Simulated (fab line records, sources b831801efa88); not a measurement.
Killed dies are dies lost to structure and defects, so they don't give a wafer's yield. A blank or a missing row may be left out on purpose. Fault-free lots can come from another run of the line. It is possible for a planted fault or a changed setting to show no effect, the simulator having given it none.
Comparing a struck lot with a sound one | flow gf180mcu | 18 steps out of a route of 602
Sound: the wafers L907.2, L907.3, L907.6. Wafers struck: L916.1, L916.3, L916.6. The cause is given at the end.
For every step that has rows: the tool of each side, followed by ch and its chambers, followed by its first start. Under that, the readings that differ: sound wafers | struck wafers | difference of the means | sigmas: that difference in standard deviations of wafers without a fault.
alike: same words and numbers on both sides, and readings whose means sit less than 2 such deviations apart. not compared: any withheld reading, any reading some wafer has no value for, any bound like >300 that may hide the same value, and any number with overlapping values for which the record gives no deviation.
A row with sigmas, a row that says differs or no value, or rows on one side alone: a step with any of these is where the two part. When numbers do not overlap yet have no deviation, they are printed without sigmas and do not part them. A reading that every wafer of one side lacks parts them only if that side has two wafers or more.

GF_HV_LDD_CD_MEAS_31: the cd target is 400 nm.
  sound on cd-sem-01 at day 13 22:43; struck on cd-sem-01 at day 17 05:17
  alike: cd-nm
GF_HV_LDD_OVL_MEAS_32:
  sound on overlay-01 at day 13 22:50; struck on overlay-02 at day 17 05:24
  alike: HV_LDD_02_OVL
then, 4 steps without rows for these wafers: GF_HV_LDD_IMPLANT_33; GF_HV_LDD_IMPLANT_34; GF_HV_LDD_IMPLANT_35; GF_HV_LDD_IMPLANT_36.
GF_HV_LDD_STRIP_37: strips in O2/N2.
  sound on plasma-asher-04 ch 0,1, day 13 23:28; struck on plasma-asher-03 ch 0,1, day 17 06:02
  reading                      | sound                | struck               | difference | sigmas
  strip-time-to-endpoint-s (s) | 12.553 12.598 12.607 | 12.654 12.637 12.677 | +0.070     | +2
  alike: drypump-motor-current-A, heater-power-w, oes-product-au
  not compared: rf-hours-counter-h
GF_HV_LDD_TW_MEAS_38:
  sound on film-metro-01 at day 13 23:34; struck on film-metro-01 at day 17 06:08
  reading     | sound          | struck         | difference | sigmas
  HV_LDD_3_TW | 1433 1438 1446 | 1454 1451 1451 | +13        | +2
then, 4 steps without rows for these wafers: GF_HV_LDD_DEHYDRATE_39 (time 60 s); GF_HV_LDD_HMDS_40 (prime time 60 s); GF_HV_LDD_COAT_41 (resist thk 1000 nm); GF_HV_LDD_SOFTBAKE_42 (time 60 s).
GF_HV_LDD_EXPOSE_43: exposes mask Pplus HV AREA, target cd 400 nm.
  sound on iline-stepper-01 ch 0, day 14 09:52; struck on iline-stepper-01 ch 0, day 17 18:02
  reading                        | sound                   | struck               | difference | sigmas
  model.HV_LDD.overlay-x-nm (nm) | 0.02965 0.02965 0.02965 | -107.6 -107.6 -107.6 | -107.6     |
  alike: mask
then, 2 steps without rows for these wafers: GF_HV_LDD_PEB_44; GF_HV_LDD_DEVELOP_45 (develop time 60 s).
GF_HV_LDD_CD_MEAS_46: the cd target is 400 nm.
  sound on cd-sem-02 at day 14 19:58; struck on cd-sem-01 at day 18 05:12
  alike: cd-nm
GF_HV_LDD_OVL_MEAS_47:
  sound on overlay-01 at day 14 20:05; struck on overlay-02 at day 18 05:31
  reading            | sound       | struck               | difference | sigmas
  HV_LDD_03_OVL (nm) | 1.2 1.2 2.7 | -108.7 -106.4 -106.8 | -109.0     | -73
  not compared: hold
next, for these wafers, 1 step has no rows: GF_PASSIVATION_PROBE_99.

== WHERE THEY PART ==
Last at GF_HV_LDD_OVL_MEAS_47 as far as this record goes, first at GF_HV_LDD_STRIP_37.

WHY: what had been put in by the simulator
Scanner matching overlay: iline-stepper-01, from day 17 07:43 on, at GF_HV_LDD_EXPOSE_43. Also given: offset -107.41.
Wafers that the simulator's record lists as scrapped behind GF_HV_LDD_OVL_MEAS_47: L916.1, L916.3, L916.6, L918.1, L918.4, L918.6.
